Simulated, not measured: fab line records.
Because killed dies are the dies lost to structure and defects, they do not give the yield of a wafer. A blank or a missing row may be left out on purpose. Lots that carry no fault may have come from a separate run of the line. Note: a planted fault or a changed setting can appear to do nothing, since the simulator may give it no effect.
Which of the tools did it?	flow sky130	39 wafers from 13 lots sampled at 5 of the route's 708 steps

== WHAT EACH GAUGE READ, for each wafer ==
SKY_FIELD_ISO_THK_MEAS_23.
lot	measured	on	FIELD_ISO_OXIDATION_01_THK (nm)
L547	day 2 12:53	film metro-04	9.77 9.77 9.74
L550	day 3 02:20	film metro-03	10.06 9.97 10.01
L551	day 3 10:03	film metro-04	10.09 10.02 10.01
L552	day 3 13:06	film metro-01	9.79 9.92 9.84
L555	day 4 07:13	film metro-04	9.92 9.86 9.68
L557	day 4 16:25	film metro-04	9.79 9.51 9.54
L558	day 4 23:08	film metro-04	9.98 10.10 10.26
L559	day 5 02:22	film metro-01	13.01 12.90 12.87
L560	day 5 08:05	film metro-01	10.14 10.25 10.00
L561	day 5 14:40	film metro-04	13.24 13.21 13.12
L562	day 5 19:58	film metro-03	13.22 13.35 13.32
L563	day 6 00:00	film metro-04	13.25 13.32 13.29
L567	day 6 21:59	film metro-03	9.57 9.67 9.65

SKY_NWELL_OVL_MEAS_23.
lot	measured	on	NWELL_01_OVL (nm)
L547	day 5 13:44	overlay-01	2.4 -0.2 1.1
L550	day 6 04:51	overlay-02	2.8 1.1 0.1
L551	day 6 12:44	overlay-01	-0.9 -1.9 -0.7
L552	day 6 18:31	overlay-01	-0.2 -1.5 -1.1
L555	day 7 13:32	overlay-01	2.2 0.1 2.2
L557	day 8 02:53	overlay-02	0.8 0.9 -0.3
L558	day 8 09:49	overlay-01	-0.9 0.5 0.3
L559	day 8 13:18	overlay-01	-0.7 -1.1 -0.4
L560	day 8 21:58	overlay-02	-1.6 0.0 -0.5
L561	day 9 05:50	overlay-01	0.3 1.0 -1.0
L562	day 9 10:23	overlay-02	2.1 4.8 2.8
L563	day 9 15:06	overlay-02	-1.3 0.4 0.9
L567	day 10 17:59	overlay-01	-1.2 -0.8 0.2

SKY_LDD_LDN_TW_MEAS_13.
lot	measured	on	LDD_LDN_TW
L547	day 22 22:25	film metro-01	1497 1488 1503
L550	day 24 02:46	film metro-03	1467 1464 1461
L551	day 24 18:41	film metro-03	1461 1451 1454
L552	day 25 23:26	film metro-03	1461 1462 1453
L555	day 26 05:47	film metro-03	1465 1469 1470
L557	day 27 02:50	film metro-04	1488 1491 1486
L558	day 27 10:27	film metro-04	1498 1488 1498
L559	day 27 13:03	film metro-04	1485 1492 1483
L560	day 28 03:05	film metro-01	1494 1496 1498
L561	day 28 10:37	film metro-01	1490 1488 1483
L562	day 28 14:04	film metro-03	1454 1448 1453
L563	day 29 00:23	film metro-01	1497 1499 1489
L567	day 30 12:22	film metro-04	1490 1494 1491

== WHAT TOOL EACH LOT RAN ON (gives the tool, then ch and the chambers of the sampled wafers, and finally the start) ==
lot	SKY_FIELD_ISO_ETCH_15	SKY_FIELD_ISO_OXIDATION_22
L547	rie diel-03 ch 0,2,3, day 2 09:47	furnace-02 ch 0, day 2 11:43
L550	rie diel-02 ch 1,2, day 3 00:39	furnace-02 ch 0, day 3 01:09
L551	rie diel-03 ch 2,3, day 3 08:21	furnace-02 ch 0, day 3 08:52
L552	rie diel-04 ch 1,3, day 3 11:23	furnace-02 ch 0, day 3 11:55
L555	rie diel-03 ch 1,3, day 4 03:46	furnace-02 ch 0, day 4 06:02
L557	rie diel-04 ch 0,1,3, day 4 14:43	furnace-02 ch 0, day 4 15:14
L558	rie diel-03 ch 0,2, day 4 21:16	furnace-02 ch 0, day 4 21:58
L559	rie diel-04 ch 0,1,3, day 5 00:40	furnace-02 ch 0, day 5 01:10
L560	rie diel-04 ch 0,1,3, day 5 06:22	furnace-01 ch 0, day 5 06:53
L561	rie diel-03 ch 1,2,3, day 5 11:33	furnace-02 ch 0, day 5 13:29
L562	rie diel-04 ch 1,3, day 5 16:32	furnace-02 ch 0, day 5 18:47
L563	rie diel-04 ch 0,1, day 5 20:41	furnace-02 ch 0, day 5 22:49
L567	rie diel-03 ch 1,2, day 6 20:09	furnace-01 ch 0, day 6 20:49
- SKY_FIELD_ISO_ETCH_15: etches the open film in CHF3/O2, stops on Si, target depth 180 nm, time 72 s.
- SKY_FIELD_ISO_OXIDATION_22: stabilise 600 s, purge 300 s, target thk 10 nm.

== WHAT THE TOOLS THEMSELVES READ (means of the sampled wafers that have a number; where no wafer has one, the mark that the record gives instead) ==
SKY_FIELD_ISO_ETCH_15.
lot	tool	drypump motor current A (A)	oes product au (a.u.)	throttle valve pct (%)
L547	rie diel-03	6.0	0.943	8.839
L550	rie diel-02	5.1	0.947	8.849
L551	rie diel-03	5.9	0.945	8.842
L552	rie diel-04	5.9	0.943	8.846
L555	rie diel-03	5.2	0.943	8.842
L557	rie diel-04	5.9	0.945	8.843
L558	rie diel-03	6.1	0.944	8.845
L559	rie diel-04	5.9	0.946	8.849
L560	rie diel-04	5.9	0.934	8.841
L561	rie diel-03	5.8	0.945	8.844
L562	rie diel-04	5.9	0.940	8.846
L563	rie diel-04	5.8	0.945	8.843
L567	rie diel-03	6.2	0.950	8.849

== THE ANSWER, worked out from the rows above alone ==
Rule: the lots themselves supply what counts as usual. Put in order of their means at a reading, lots are off if they are a third of the lots or fewer, leave a main group of 4 or more, and stand apart from it by a gap of 3 or more times the standard deviation of the main group's means; of several such gaps the widest counts. The tables above print the reading to a certain number of digits; a main group whose means all agree to those digits is not used. A lot without any number at a reading at which 4 lots or more have one is off too. All remaining lots with rows at the step are treated as sound. After the gauges, taken in route order, come the tools' own readings; for these a lot's mean is taken, as printed above. The first step at which some lot is off is used, and at that step the reading that is off furthest; a lot without a number counts as furthest.
Off: at SKY_FIELD_ISO_THK_MEAS_23 (FIELD_ISO_OXIDATION_01_THK), L559, L561, L562, L563. Mean 9.89 nm and standard deviation 0.19 in the main group.
If a tool, at a process step before that reading, ran all the lots that are off and no sound lot after the first of them, it fits. Gauges at SKY_FIELD_ISO_THK_MEAS_23: tried the same way as those tools. One fits: SKY_FIELD_ISO_OXIDATION_22 on furnace-02. A fault onset in the window from L558 (day 4 21:58, its last sound lot) to L559 (day 5 01:10, its first lot off) fits.

== WHAT HAD BEEN PUT IN BY THE SIMULATOR ==
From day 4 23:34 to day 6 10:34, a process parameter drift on furnace-02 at SKY_FIELD_ISO_OXIDATION_22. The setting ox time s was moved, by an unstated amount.
Struck lots among those shown: L559, L561, L562, L563. The rule above reached the same finding.
